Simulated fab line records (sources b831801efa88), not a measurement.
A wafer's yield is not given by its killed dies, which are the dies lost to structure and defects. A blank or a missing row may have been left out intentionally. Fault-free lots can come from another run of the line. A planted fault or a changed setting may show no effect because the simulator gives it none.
fab line records	flow sky130
record lots=6	wafers=18	last-day=50
route steps=708 shown POLY_CUT@317 SD_P@320 RES_XHIGH@332 SD_N@342
lots that met no fault: from a run of the same line without faults
start-h: hours from the record's opening day to when the first of the lot's shown wafers began	wait-h: hours elapsed since this lot's preceding step	" unchanged from the row above	L1.1+2: one row covering several wafers at once	- no value present, or no start provided	* or withheld: withheld	< > ~ a bound
route shown NAME@n: NAME is a module with steps in the file, n the number in the route of the first one	usual: mean/standard deviation taken from wafers without a fault	same: alike in all rows	chamber/n: place in a boat	sites: readings site by site	_std_site: how widely they spread, as a standard deviation	_edge_site: mean of outer sites minus mean of inner sites	radius-mm: how far each site lies from the wafer's centre	mask NAME#n: copy n	behind: the tool/chamber that last shaped the wafer	hold: cause of the lot's hold/its duration in hours/its outcome	device: which transistor (n, p or np) failed to switch	end of line: the same wafers' tests at the end of the route	where a step has no rows: the recipe by itself	killed: the dies lost at the first sort to structure and to defects; this is not the yield of the wafer	map: a wafer's dies, x killed, . not, _ none there
set.NAME: the setting as run; set.NAME@STEP: as run at that earlier step	model.NAME: the simulator's own value behind a step, which no gauge read
lots seen at some steps along the route; tables by step, rows by wafer
services: the hour from which a tool's chamber was out of use, counted from the record's first day as start-h (under 0 if before that day), plus the number of hours and why
## steps
# step SKY_POLY_CUT_ETCH_10
# recipe chemistry=N2/H2	target=BARC	ion-energy-ev=200	source-w=500	bias-w=100	pressure-mtorr=30	n2-flow-sccm=100	h2-flow-sccm=200	stop-on=SiO2	time-s=45.9	target-depth-a=600
# usual drypump-motor-current-A=5.8/0.61	oes-product-au=0.855/0.0044	throttle-valve-pct=13.225/0.0088
# same time-s=45.9
lot.wafer	tool	chamber	start-h	wait-h	drypump-motor-current-A	oes-product-au	rf-hours-counter-h	throttle-valve-pct
L952.1	rie-diel-01	3	616.54	0.0	5.1	0.853	1	13.208
L952.4	"	0	"	"	6.5	0.850	-	13.227
L952.6	"	1	"	"	6.4	0.858	-	13.214
L954.2	rie-diel-03	1	621.21	0.0	5.5	0.856	35	13.219
L954.3	"	2	"	"	6.6	0.850	7	13.226
L954.6	"	3	"	"	4.8	0.850	-	13.221
L956.1	rie-diel-03	3	628.09	0.0	4.8	0.864	8	13.222
L956.4	"	0	"	"	5.8	0.853	16	13.218
L956.6	"	3	"	"	4.7	0.858	-	13.238
L960.3	rie-diel-01	2	662.96	0.0	5.5	0.851	0	13.238
L960.4	"	0	"	"	6.5	0.849	6	13.213
L960.5	"	1	"	"	6.4	0.850	-	13.231
L969.1	rie-diel-04	0	730.16	0.0	5.5	0.852	3	13.224
L969.2	"	2	"	"	5.1	0.850	43	13.218
L969.4	"	3	"	"	6.6	0.852	15	13.223
L970.2	rie-diel-04	2	735.16	0.0	5.1	0.854	43	13.227
L970.5	"	1	"	"	5.9	0.855	-	13.226
L970.6	"	0	"	"	5.5	0.856	-	13.203
# step SKY_POLY_CUT_ETCH_11
# recipe target=Si3N4	chemistry=CF4/CH2F2/Ar	stop-on=poly-Si	source-w=585.1	bias-w=150	pressure-mtorr=40	cf4-flow-sccm=40	ch2f2-flow-sccm=20	Ar_flow_sccm=150	time-s=42.5	target-depth-a=600
# usual drypump-motor-current-A=5.8/0.61	oes-product-au=0.828/0.007	throttle-valve-pct=14.995/0.0098
# same time-s=42.5
lot.wafer	tool	chamber	start-h	wait-h	drypump-motor-current-A	oes-product-au	rf-hours-counter-h	throttle-valve-pct
L952.1	rie-diel-01	3	616.58	0.0	5.2	0.831	1	14.998
L952.4	"	0	"	"	6.6	0.832	-	15.003
L952.6	"	1	"	"	6.4	0.825	-	15.002
L954.2	rie-diel-03	1	621.26	0.0	5.4	0.822	35	14.990
L954.3	"	2	"	"	6.5	0.827	7	14.989
L954.6	"	3	"	"	4.7	0.823	-	14.982
L956.1	rie-diel-03	3	628.13	0.0	4.7	0.826	8	14.999
L956.4	"	0	"	"	5.8	0.833	16	14.992
L956.6	"	3	"	"	4.7	0.827	-	14.997
L960.3	rie-diel-01	2	663.01	0.0	5.5	0.825	0	14.989
L960.4	"	0	"	"	6.6	0.814	6	14.989
L960.5	"	1	"	"	6.4	0.826	-	14.991
L969.1	rie-diel-04	0	730.20	0.0	5.5	0.826	3	14.995
L969.2	"	2	"	"	5.1	0.827	43	15.001
L969.4	"	3	"	"	6.6	0.823	15	14.989
L970.2	rie-diel-04	2	735.21	0.0	5.2	0.832	43	14.983
L970.5	"	1	"	"	6.0	0.836	-	14.999
L970.6	"	0	"	"	5.5	0.831	-	14.994
# step SKY_POLY_CUT_STRIP_12
# recipe chemistry=O2/N2	power-w=1400	pressure-mtorr=1500	platen-temp-c=withheld	o2-flow-sccm=3000	n2-flow-sccm=300	overash-fraction=0.5
# step SKY_SD_P_DEHYDRATE_00
# recipe temp-c=200	time-s=60
# step SKY_SD_P_HMDS_01
# recipe prime-time-s=60	prime-temp-c=120
# step SKY_SD_P_COAT_02
# recipe resist=NOVOLAK	spin-rpm=3000	resist-thk-nm=1140
# step SKY_SD_P_SOFTBAKE_03
# recipe temp-c=90	time-s=60	resist=NOVOLAK
# step SKY_SD_P_EXPOSE_04
# recipe mask-id=PSDM	na=0.6	source-shape=conventional	sigma-outer=0.6	polarization=unpolarized	target-cd-nm=380	dose-mj=138
# step SKY_SD_P_PEB_05
# recipe temp-c=withheld	time-s=*	resist=NOVOLAK
# step SKY_SD_P_DEVELOP_06
# recipe resist=NOVOLAK	developer=TMAH	develop-time-s=60	dev-temp-c=23
# step SKY_SD_P_CD_MEAS_07
# recipe target-cd-nm=380
# usual cd-nm=379/3.1
lot.wafer	tool	chamber	start-h	wait-h	cd-nm
L952.1	cd-sem-02	-	645.55	0.1	373
L952.4	"	-	"	"	375
L952.6	"	-	"	"	374
L954.2	cd-sem-01	-	649.28	0.1	382
L954.3	"	-	"	"	382
L954.6	"	-	"	"	384
L956.1	cd-sem-02	-	656.52	0.1	383
L956.4	"	-	"	"	382
L956.6	"	-	"	"	382
L960.3	cd-sem-02	-	690.84	0.1	377
L960.4	"	-	"	"	380
L960.5	"	-	"	"	383
L969.1	cd-sem-01	-	758.01	0.1	374
L969.2	"	-	"	"	376
L969.4	"	-	"	"	377
L970.2	cd-sem-01	-	762.99	0.1	377
L970.5	"	-	"	"	377
L970.6	"	-	"	"	377
# step SKY_SD_P_OVL_MEAS_08
# usual SD_P_OVL=0.4/1.1
lot.wafer	tool	chamber	start-h	wait-h	SD_P_OVL[nm]
L952.1	overlay-02	-	645.67	0.1	2.1
L952.4	"	-	"	"	1.1
L952.6	"	-	"	"	1.5
L954.2	overlay-02	-	649.38	0.1	-1.8
L954.3	"	-	"	"	-1.0
L954.6	"	-	"	"	-1.1
L956.1	overlay-02	-	656.64	0.1	0.4
L956.4	"	-	"	"	0.1
L956.6	"	-	"	"	0.1
L960.3	overlay-02	-	690.93	0.1	1.2
L960.4	"	-	"	"	1.6
L960.5	"	-	"	"	1.8
L969.1	overlay-02	-	758.13	0.1	0.5
L969.2	"	-	"	"	-1.5
L969.4	"	-	"	"	0.8
L970.2	overlay-01	-	763.10	0.1	-0.6
L970.5	"	-	"	"	-0.4
L970.6	"	-	"	"	-0.8
# step SKY_SD_P_IMPLANT_09
# recipe species=BF2	energy-kev=19.64	dose-cm2=3e+15	tilt-deg=0
# usual beam-energy-keV=19.639/0.0062	beam-on-s=14.6/1.2
lot.wafer	tool	chamber	start-h	wait-h	beam-energy-keV	beam-on-s
L952.1	implanter-02	0	645.71	0.0	19.634	15.4
L952.4	"	0	"	"	19.642	15.7
L952.6	"	0	"	"	19.643	15.5
L954.2	implanter-03	-	649.44	0.0	-	-
L954.3	"	-	"	"	-	-
L954.6	"	-	"	"	-	-
L956.1	implanter-03	-	656.68	0.0	-	-
L956.4	"	-	"	"	-	-
L956.6	"	-	"	"	-	-
L960.3	implanter-04	0	691.01	0.1	19.649	12.9
L960.4	"	0	"	"	19.636	12.8
L960.5	"	0	"	"	19.629	12.7
L969.1	implanter-03	0	758.16	0.0	19.647	15.5
L969.2	"	0	"	"	19.639	15.3
L969.4	"	0	"	"	19.648	14.7
L970.2	implanter-04	0	763.15	0.0	19.632	13.3
L970.5	"	0	"	"	19.636	13.1
L970.6	"	0	"	"	19.637	13.2
# step SKY_SD_P_STRIP_10
# recipe chemistry=O2/N2	power-w=1400	pressure-mtorr=1500	platen-temp-c=withheld	o2-flow-sccm=3000	n2-flow-sccm=300	overash-fraction=0.5
# usual drypump-motor-current-A=5.6/0.61	oes-product-au=0.619/0.0048	strip-time-to-endpoint-s=17.42/0.048
lot.wafer	tool	chamber	start-h	wait-h	drypump-motor-current-A	oes-product-au	rf-hours-counter-h	strip-time-to-endpoint-s
L952.1	plasma-asher-01	1	645.86	0.1	6.1	0.619	22	17.37
L952.4	"	0	"	"	6.5	0.621	-	17.45
L952.6	"	1	"	"	6.1	0.623	-	17.39
L954.2	plasma-asher-03	0	649.56	0.1	4.9	0.709	82	14.17
L954.3	"	1	"	"	5.9	0.708	-	14.09
L954.6	"	1	"	"	5.9	0.715	-	14.16
L956.1	plasma-asher-04	0	656.83	0.1	6.0	0.720	95	14.11
L956.4	"	0	"	"	6.0	0.720	-	14.11
L956.6	"	0	"	"	6.0	0.718	-	14.10
L960.3	plasma-asher-03	0	691.14	0.1	4.9	0.615	-	17.42
L960.4	"	1	"	"	5.9	0.615	-	17.41
L960.5	"	1	"	"	5.9	0.614	-	17.39
L969.1	plasma-asher-01	0	758.31	0.1	6.5	0.610	33	17.47
L969.2	"	1	"	"	6.1	0.618	33	17.47
L969.4	"	0	"	"	6.5	0.616	-	17.44
L970.2	plasma-asher-04	1	763.28	0.1	4.9	0.616	2	17.40
L970.5	"	0	"	"	6.0	0.613	-	17.43
L970.6	"	1	"	"	4.9	0.617	-	17.43
# step SKY_SD_P_TW_MEAS_11
# usual SD_P_TW=2811/18
lot.wafer	tool	chamber	start-h	wait-h	SD_P_TW
L952.1	film-metro-01	-	645.96	0.1	2834
L952.4	"	-	"	"	2810
L952.6	"	-	"	"	2824
L954.2	film-metro-02	-	649.67	0.1	30
L954.3	"	-	"	"	30
L954.6	"	-	"	"	30
L956.1	film-metro-01	-	656.93	0.1	30
L956.4	"	-	"	"	30
L956.6	"	-	"	"	30
L960.3	film-metro-03	-	691.23	0.1	2793
L960.4	"	-	"	"	2806
L960.5	"	-	"	"	2794
L969.1	film-metro-02	-	758.41	0.1	2794
L969.2	"	-	"	"	2785
L969.4	"	-	"	"	2803
L970.2	film-metro-02	-	763.39	0.1	2797
L970.5	"	-	"	"	2793
L970.6	"	-	"	"	2789
# step SKY_RES_XHIGH_DEHYDRATE_00
# recipe temp-c=200	time-s=60
# step SKY_RES_XHIGH_HMDS_01
# recipe prime-time-s=60	prime-temp-c=120
# step SKY_RES_XHIGH_COAT_02
# recipe resist=NOVOLAK	spin-rpm=3000	resist-thk-nm=1140
# step SKY_RES_XHIGH_SOFTBAKE_03
# recipe temp-c=90	time-s=60	resist=NOVOLAK
# step SKY_RES_XHIGH_EXPOSE_04
# recipe mask-id=URPM	na=0.6	source-shape=conventional	sigma-outer=0.6	polarization=unpolarized	target-cd-nm=1270	dose-mj=140
# step SKY_RES_XHIGH_PEB_05
# recipe temp-c=withheld	time-s=*	resist=NOVOLAK
# step SKY_RES_XHIGH_DEVELOP_06
# recipe resist=NOVOLAK	developer=TMAH	develop-time-s=60	dev-temp-c=23
# step SKY_RES_XHIGH_IMPLANT_07
# recipe species=BF2	energy-kev=20	dose-cm2=3.6e+14	tilt-deg=0
# step SKY_RES_XHIGH_STRIP_08
# recipe chemistry=O2/N2	power-w=1400	pressure-mtorr=1500	platen-temp-c=withheld	o2-flow-sccm=3000	n2-flow-sccm=300	overash-fraction=0.5
# usual drypump-motor-current-A=5.7/0.53	oes-product-au=0.711/0.0047	strip-time-to-endpoint-s=14.26/0.044
lot.wafer	tool	chamber	start-h	wait-h	drypump-motor-current-A	oes-product-au	rf-hours-counter-h	strip-time-to-endpoint-s
L952.1	plasma-asher-03	0	673.95	0.1	4.9	0.714	84	14.21
L952.4	"	0	"	"	4.9	0.707	-	14.20
L952.6	"	1	"	"	5.9	0.711	-	14.22
L954.2	plasma-asher-03	1	678.02	0.1	5.9	0.708	85	14.30
L954.3	"	0	"	"	4.9	0.710	-	14.26
L954.6	"	0	"	"	4.9	0.714	-	14.26
L956.1	plasma-asher-02	0	684.37	0.1	5.6	0.712	57	14.29
L956.4	"	0	"	"	5.7	0.710	-	14.30
L956.6	"	0	"	"	5.7	0.716	-	14.29
L960.3	plasma-asher-01	1	718.51	0.1	6.1	0.710	-	14.27
L960.4	"	0	"	"	6.5	0.702	-	14.28
L960.5	"	0	"	"	6.5	0.713	-	14.30
L969.1	plasma-asher-03	1	785.30	0.1	5.9	0.710	95	14.34
L969.2	"	0	"	"	4.9	0.704	95	14.24
L969.4	"	0	"	"	4.9	0.708	-	14.34
L970.2	plasma-asher-03	0	790.62	0.1	4.9	0.710	96	14.29
L970.5	"	1	"	"	5.9	0.711	-	14.28
L970.6	"	0	"	"	4.9	0.705	-	14.24
# step SKY_RES_XHIGH_TW_MEAS_09
# usual RES_XHIGH_TW=1640/8.6
lot.wafer	tool	chamber	start-h	wait-h	RES_XHIGH_TW
L952.1	film-metro-02	-	674.05	0.1	1638
L952.4	"	-	"	"	1637
L952.6	"	-	"	"	1647
L954.2	film-metro-01	-	678.13	0.1	1642
L954.3	"	-	"	"	1641
L954.6	"	-	"	"	1653
L956.1	film-metro-02	-	684.47	0.1	1648
L956.4	"	-	"	"	1650
L956.6	"	-	"	"	1640
L960.3	film-metro-03	-	718.59	0.1	1628
L960.4	"	-	"	"	1633
L960.5	"	-	"	"	1627
L969.1	film-metro-03	-	785.40	0.1	1636
L969.2	"	-	"	"	1636
L969.4	"	-	"	"	1638
L970.2	film-metro-03	-	790.73	0.1	1640
L970.5	"	-	"	"	1636
L970.6	"	-	"	"	1629
# step SKY_SD_N_DEHYDRATE_00
# recipe temp-c=200	time-s=60
# step SKY_SD_N_HMDS_01
# recipe prime-time-s=60	prime-temp-c=120
# step SKY_SD_N_COAT_02
# recipe resist=NOVOLAK	spin-rpm=3000	resist-thk-nm=1140
# step SKY_SD_N_SOFTBAKE_03
# recipe temp-c=90	time-s=60	resist=NOVOLAK
# step SKY_SD_N_EXPOSE_04
# recipe mask-id=NSDM	na=0.6	source-shape=conventional	sigma-outer=0.6	polarization=unpolarized	target-cd-nm=380	dose-mj=141
# step SKY_SD_N_PEB_05
# recipe temp-c=withheld	time-s=*	resist=NOVOLAK
# step SKY_SD_N_DEVELOP_06
# recipe resist=NOVOLAK	developer=TMAH	develop-time-s=60	dev-temp-c=23
# step SKY_SD_N_CD_MEAS_07
# recipe target-cd-nm=380
# usual cd-nm=379.8/2.8
lot.wafer	tool	chamber	start-h	wait-h	cd-nm
L952.1	cd-sem-02	-	701.76	0.1	375.8
L952.4	"	-	"	"	377.4
L952.6	"	-	"	"	376.7
L954.2	cd-sem-01	-	706.15	0.1	379.9
L954.3	"	-	"	"	381.4
L954.6	"	-	"	"	381.3
L956.1	cd-sem-01	-	711.67	0.1	380.2
L956.4	"	-	"	"	378.9
L956.6	"	-	"	"	382.4
L960.3	cd-sem-02	-	746.43	0.1	380.7
L960.4	"	-	"	"	380.3
L960.5	"	-	"	"	380.7
L969.1	cd-sem-02	-	811.41	0.1	377.0
L969.2	"	-	"	"	375.6
L969.4	"	-	"	"	376.6
L970.2	cd-sem-02	-	816.71	0.1	376.0
L970.5	"	-	"	"	376.2
L970.6	"	-	"	"	375.3
# step SKY_SD_N_OVL_MEAS_08
# usual SD_N_OVL=-0.8/1.1
lot.wafer	tool	chamber	start-h	wait-h	SD_N_OVL[nm]
L952.1	overlay-01	-	701.88	0.1	-1.9
L952.4	"	-	"	"	-1.8
L952.6	"	-	"	"	-1.0
L954.2	overlay-02	-	706.26	0.1	0.4
L954.3	"	-	"	"	1.2
L954.6	"	-	"	"	1.3
L956.1	overlay-01	-	711.79	0.1	-1.1
L956.4	"	-	"	"	-1.6
L956.6	"	-	"	"	-0.2
L960.3	overlay-02	-	746.52	0.1	-1.6
L960.4	"	-	"	"	-2.8
L960.5	"	-	"	"	-1.4
L969.1	overlay-01	-	811.53	0.1	-2.4
L969.2	"	-	"	"	-2.3
L969.4	"	-	"	"	-4.0
L970.2	overlay-01	-	816.81	0.1	-0.8
L970.5	"	-	"	"	-0.5
L970.6	"	-	"	"	-0.9
# step SKY_SD_N_IMPLANT_09
# recipe species=As	energy-kev=49.23	dose-cm2=4e+15	tilt-deg=0
# step SKY_SD_N_IMPLANT_10
# recipe species=P	energy-kev=20	dose-cm2=1e+14	tilt-deg=0
# step SKY_SD_N_STRIP_11
# recipe chemistry=O2/N2	power-w=1400	pressure-mtorr=1500	platen-temp-c=withheld	o2-flow-sccm=3000	n2-flow-sccm=300	overash-fraction=0.5
# usual drypump-motor-current-A=5.5/0.43	oes-product-au=0.528/0.0041	strip-time-to-endpoint-s=22.43/0.037
lot.wafer	tool	chamber	start-h	wait-h	drypump-motor-current-A	oes-product-au	rf-hours-counter-h	strip-time-to-endpoint-s
L952.1	plasma-asher-03	0	702.21	0.1	4.9	0.519	87	22.44
L952.4	"	1	"	"	5.9	0.526	-	22.44
L952.6	"	0	"	"	4.9	0.530	-	22.47
L954.2	plasma-asher-02	1	706.59	0.1	5.3	0.533	60	22.38
L954.3	"	1	"	"	5.4	0.533	-	22.44
L954.6	"	0	"	"	5.6	0.532	-	22.40
L956.1	plasma-asher-04	1	712.13	0.1	4.9	0.521	100	22.42
L956.4	"	0	"	"	6.0	0.525	-	22.47
L956.6	"	0	"	"	6.0	0.534	-	22.42
L960.3	plasma-asher-02	0	746.87	0.1	5.7	0.525	-	22.31
L960.4	"	1	"	"	5.3	0.531	-	22.36
L960.5	"	1	"	"	5.3	0.529	-	22.36
L969.1	plasma-asher-03	0	811.86	0.1	4.9	0.529	98	22.52
L969.2	"	1	"	"	5.9	0.533	98	22.52
L969.4	"	1	"	"	5.9	0.520	-	22.50
L970.2	plasma-asher-04	0	817.14	0.1	6.0	0.518	8	22.39
L970.5	"	0	"	"	6.0	0.529	-	22.40
L970.6	"	1	"	"	4.9	0.529	-	22.41
# step SKY_SD_N_TW_MEAS_12
# usual SD_N_TW=3968/20
lot.wafer	tool	chamber	start-h	wait-h	SD_N_TW
L952.1	film-metro-03	-	702.31	0.1	3937
L952.4	"	-	"	"	3950
L952.6	"	-	"	"	3958
L954.2	film-metro-02	-	706.70	0.1	3985
L954.3	"	-	"	"	3972
L954.6	"	-	"	"	3999
L956.1	film-metro-03	-	712.23	0.1	3948
L956.4	"	-	"	"	3955
L956.6	"	-	"	"	3940
L960.3	film-metro-03	-	746.96	0.1	3955
L960.4	"	-	"	"	3962
L960.5	"	-	"	"	3975
L969.1	film-metro-01	-	811.96	0.1	3961
L969.2	"	-	"	"	3989
L969.4	"	-	"	"	3977
L970.2	film-metro-02	-	817.25	0.1	3948
L970.5	"	-	"	"	3965
L970.6	"	-	"	"	3962
# step SKY_SD_N_CLEAN_13
# recipe chemistry=SC1/SC2	mix=1:4:20	temp-c=70	time-s=150	dry=n2-spin
# step SKY_SD_N_RTA_14
# recipe temp-c=1075	time-s=2	idle-temp-c=650	ramp-up-c-per-s=150	ramp-down-c-per-s=90	ambient=N2
# usual lamp-power-pct=15.74/0.046	ramp-down-c-per-s=90.001/0.016	wafer_temp_C_max=1077.9/1.2
# same time-s=2
lot.wafer	tool	chamber	start-h	wait-h	lamp-power-pct	ramp-down-c-per-s	wafer_temp_C_max
L952.1	rtp-anneal-01	0	702.42	0.0	15.82	89.985	1078.4
L952.4	"	0	"	"	15.78	89.982	1078.7
L952.6	"	0	"	"	15.76	89.996	1075.7
L954.2	rtp-anneal-02	0	706.81	0.0	15.72	89.990	1079.1
L954.3	"	0	"	"	15.65	90.011	1080.7
L954.6	"	0	"	"	15.74	89.999	1079.1
L956.1	rtp-anneal-01	0	712.34	0.0	15.80	89.998	1075.7
L956.4	"	0	"	"	15.77	90.014	1079.7
L956.6	"	0	"	"	15.75	90.005	1079.3
L960.3	rtp-anneal-01	0	747.07	0.0	15.70	90.040	1078.5
L960.4	"	0	"	"	15.70	90.013	1079.5
L960.5	"	0	"	"	15.73	89.980	1076.9
L969.1	rtp-anneal-02	0	812.07	0.0	15.78	90.021	1075.2
L969.2	"	0	"	"	15.72	89.996	1078.4
L969.4	"	0	"	"	15.80	89.985	1077.9
L970.2	rtp-anneal-01	0	817.36	0.0	15.71	90.003	1077.3
L970.5	"	0	"	"	15.70	90.002	1077.2
L970.6	"	0	"	"	15.72	89.971	1077.3
# step SKY_SD_N_RS_MEAS_16
# recipe thk-meas-gauge=four-point-probe
# usual SD_N_RS=69.00/0.1
lot.wafer	tool	chamber	start-h	wait-h	SD_N_RS[ohm/sq]
L952.1	film-metro-01	-	702.60	0.1	69.04
L952.4	"	-	"	"	69.20
L952.6	"	-	"	"	69.02
L954.2	film-metro-03	-	706.99	0.1	69.08
L954.3	"	-	"	"	68.92
L954.6	"	-	"	"	69.07
L956.1	film-metro-01	-	712.51	0.1	69.06
L956.4	"	-	"	"	69.03
L956.6	"	-	"	"	68.93
L960.3	film-metro-01	-	747.27	0.1	69.11
L960.4	"	-	"	"	69.16
L960.5	"	-	"	"	69.27
L969.1	film-metro-03	-	812.25	0.1	69.03
L969.2	"	-	"	"	69.00
L969.4	"	-	"	"	69.08
L970.2	film-metro-02	-	817.55	0.1	68.97
L970.5	"	-	"	"	68.96
L970.6	"	-	"	"	69.00
# step SKY_SD_N_RS_MEAS_17
# recipe thk-meas-gauge=four-point-probe
# usual SD_P_RS=148.1/0.3
lot.wafer	tool	chamber	start-h	wait-h	SD_P_RS[ohm/sq]
L952.1	film-metro-01	-	702.72	0.1	148.3
L952.4	"	-	"	"	148.8
L952.6	"	-	"	"	148.5
L954.2	film-metro-03	-	707.11	0.1	132.9
L954.3	"	-	"	"	132.9
L954.6	"	-	"	"	132.7
L956.1	film-metro-01	-	712.63	0.1	132.8
L956.4	"	-	"	"	132.8
L956.6	"	-	"	"	132.8
L960.3	film-metro-01	-	747.39	0.1	148.5
L960.4	"	-	"	"	148.1
L960.5	"	-	"	"	148.3
L969.1	film-metro-03	-	812.37	0.1	148.2
L969.2	"	-	"	"	148.2
L969.4	"	-	"	"	148.0
L970.2	film-metro-02	-	817.67	0.1	148.4
L970.5	"	-	"	"	148.3
L970.6	"	-	"	"	148.4
## services
tool	chamber	start-h	hours	kind
rie-diel-01	1	606.32	5.7	repair
plasma-asher-04	-	613.68	9.7	repair
rie-diel-01	2	616.39	-	clean
plasma-asher-04	-	628.50	15.2	repair
implanter-02	-	637.43	3.3	pm
rie-diel-03	3	638.72	1.7	repair
rie-diel-01	2	647.40	5.3	repair
rtp-anneal-01	-	670.02	5.8	pm
rie-diel-03	2	690.84	7.1	repair
implanter-03	-	708.09	6.3	repair
implanter-04	-	715.84	2.7	repair
plasma-asher-01	-	716.31	1.6	repair
plasma-asher-04	-	733.75	9.0	pm
rie-diel-03	1	734.82	10.1	repair
implanter-02	-	760.72	0.7	repair
rie-diel-03	3	765.11	2.9	repair
implanter-04	-	765.50	0.5	repair
rie-diel-01	3	770.78	11.6	repair
implanter-03	-	770.82	2.3	repair
implanter-03	-	770.88	3.1	repair
plasma-asher-03	-	777.19	2.8	pm
rie-diel-04	0	779.49	10.2	repair
plasma-asher-01	-	783.80	28.1	pm
rie-diel-01	1	796.84	9.5	repair
## key
first-sign step=SKY_SD_P_IMPLANT_09	reading=tool-record	direction=missing
effect step=SKY_SD_P_STRIP_10	reading=strip-time-to-endpoint-s	direction=down	sigmas=69	usual=*	struck=*
effect step=SKY_SD_P_TW_MEAS_11	reading=SD_P_TW	direction=down	sigmas=99+	usual=2811	struck=30
effect step=SKY_SD_N_RS_MEAS_17	reading=SD_P_RS	direction=down	sigmas=50	usual=148.1	struck=132.8
met-at SKY_SD_P_IMPLANT_09
struck-wafers L954.2,L954.3,L954.6,L956.1,L956.4,L956.6
later-rows-left-out L954.2,L954.3,L954.6,L956.1,L956.4,L956.6
sort-left-out L954.2,L954.3,L954.6,L956.1,L956.4,L956.6
tester-left-out L954,L956
fault kind=skipped-step-whole	tool=implanter-03	chamber=-	onset-h=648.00	steps=SKY_SD_P_IMPLANT_09	scope=struck-lots-only
# tester-left-out: of these lots the tester's yield and bins aren't shown, on N5 and GAA mostly nor the transistor test; their killed dies are dies lost to structure and defects alone, not to doping, threshold or leakage, so they don't give the yield
# sort-left-out: the simulated sort isn't trusted on such a fault, so these wafers' sort isn't shown, and their yield isn't known
# later-rows-left-out: the simulator's readings of these wafers behind a module that went badly wrong aren't trusted and aren't shown, but for the sort
